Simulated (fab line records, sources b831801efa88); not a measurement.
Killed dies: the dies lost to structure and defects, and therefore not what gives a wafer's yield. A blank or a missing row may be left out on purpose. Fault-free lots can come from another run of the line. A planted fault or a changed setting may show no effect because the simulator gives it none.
Problem report, 8D (eight disciplines) form, completed by code ; flow gf180mcu ; the parts of the form that need people (team, actions taken, sign-off) are left out

1. PROBLEM STATEMENT
MIM_ALCU_RS at GF_MIM_RS_MEAS_10 reads a mean of 0.2988 ohm/sq on 1 wafer of 1 lot; wafers without a fault read 0.1608 ohm/sq with a standard deviation of 0.0025. Measured from the usual mean, that is +55 standard deviations.
The step: measures by four-point-probe.
First seen on wafer L869.4, day 29 10:47, on filmMetro-01. The record holds 33 wafers of 11 lots with a number at this step. By rule, "out" or "out of limits" means more than 4 standard deviations away from the usual mean. The rest of the wafers with a number are treated as sound.

2. WHAT IT IS AND WHAT IT IS NOT
question;is;is not
which readings at this step;MIM_ALCU_RS;-
which lots;L869;L855, L857, L858, L859, L862, L863, L864, L868, L870, L876
which wafers of those lots;L869.4;L869.3, L869.6
read on which gauges;filmMetro-01;filmMetro-03
when;from day 29 10:47;"up to then (26 sound wafers); but 6 sound wafers of L870, L876 came after"

3. SUSPECTS, AND WHAT RULES EACH OUT
Counting: a tool at a process step up to the reading stays a suspect if it ran every lot that is out. Sound lots after the first of them don't rule it out here, since some wafers of a struck lot are sound.
- ruled out: the gauge at GF_MIM_RS_MEAS_10. All the wafers that are out were read on filmMetro-01, but those of them that GF_MIM_METAL_ETCH_19 has rows for are out there too, on other tools.
- pecvd-04 at GF_V4_CVD_02 (deposits SiO2 from TEOS, target thk 850 nm, time 94.851 s): kept. It processed L869, the lot that is out, at day 28 13:34, and its most recent sound lot before then was L862 at day 26 19:57.
- rieDiel-01 at GF_V4_ETCH_17 (etches SiO2 in C4F8/O2/Ar, stops on TiN, target depth 630 nm): kept. It processed L869, the lot that is out, at day 29 10:42, and its most recent sound lot before then was L868 at day 29 03:27. GF_V4_ETCH_17: start missing for some lots; hours and lot order therefore follow GF_MIM_SPUTTER_08.
- pvdSputter-01 at GF_MIM_SPUTTER_08 (material AlCu, target thk 200 nm, time 10.6 s): kept. It processed L869, the lot that is out, at day 29 10:42, and its most recent sound lot before then was L864 at day 27 20:20.
- At GF_V4_CVD_02 on pecvd-04, chamber 0 took the sound wafers of the same lots and chamber 1 took the wafers that are out.
- At GF_V4_ETCH_17 on rieDiel-01, chamber 1 took the sound wafers of the same lots and chamber 3 took the wafers that are out.
The count leaves pecvd-04 at GF_V4_CVD_02, rieDiel-01 at GF_V4_ETCH_17, and pvdSputter-01 at GF_MIM_SPUTTER_08.

4. THE CAUSE (what the simulator had put in)
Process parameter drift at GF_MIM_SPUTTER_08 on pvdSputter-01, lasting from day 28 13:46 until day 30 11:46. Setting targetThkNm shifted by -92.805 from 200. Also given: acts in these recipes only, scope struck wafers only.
Of the 3 suspects that counting leaves, this tool is one.

5. THE CHAIN OF EFFECTS, in route order
Rows list readings where the struck wafers' mean (over those with a number) sits beyond 3 standard deviations from the usual. Only readings for which the record gives a usual standard deviation are gone through. hours: the time from each lot's start at the first step in this table that gives one to its start at this step, as a median over the lots. sigmas: the change in usual standard deviations.
hours;step;reading;usual;on struck wafers;change;sigmas
0;GF_MIM_RS_MEAS_10;MIM_ALCU_RS;0.1608 ohm/sq;0.2988;+0.1380;+55
0;GF_MIM_THK_MEAS_11;MIM_ALCU_THK;202 nm;113;-89;-27
19;GF_MIM_METAL_ETCH_19;oesProductAu;0.941 a.u.;0.769;-0.172;-21
19;GF_MIM_METAL_ETCH_19;throttleValvePct;28.283 %;28.479;+0.196;+20
Its process steps:
- GF_MIM_METAL_ETCH_19: etches the open film in Cl2/BCl3, stops on Si3N4, target depth 324.5 nm, time 54.1 s.

6. WHAT WOULD HAVE CAUGHT IT SOONER
The first out-of-limits reading at a measuring or inspecting step in this record came at day 29 10:47, 21 hours after the fault's start at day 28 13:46.
Of the tool readings at GF_MIM_SPUTTER_08 for which the record gives a usual standard deviation, none was out on any struck wafer, so an alarm limit of 4 standard deviations on them would not have fired.
All the lots that are out (1) had begun GF_MIM_SPUTTER_08 on pvdSputter-01 by day 29 10:47. Holding the tool at that point would not have protected any of them.
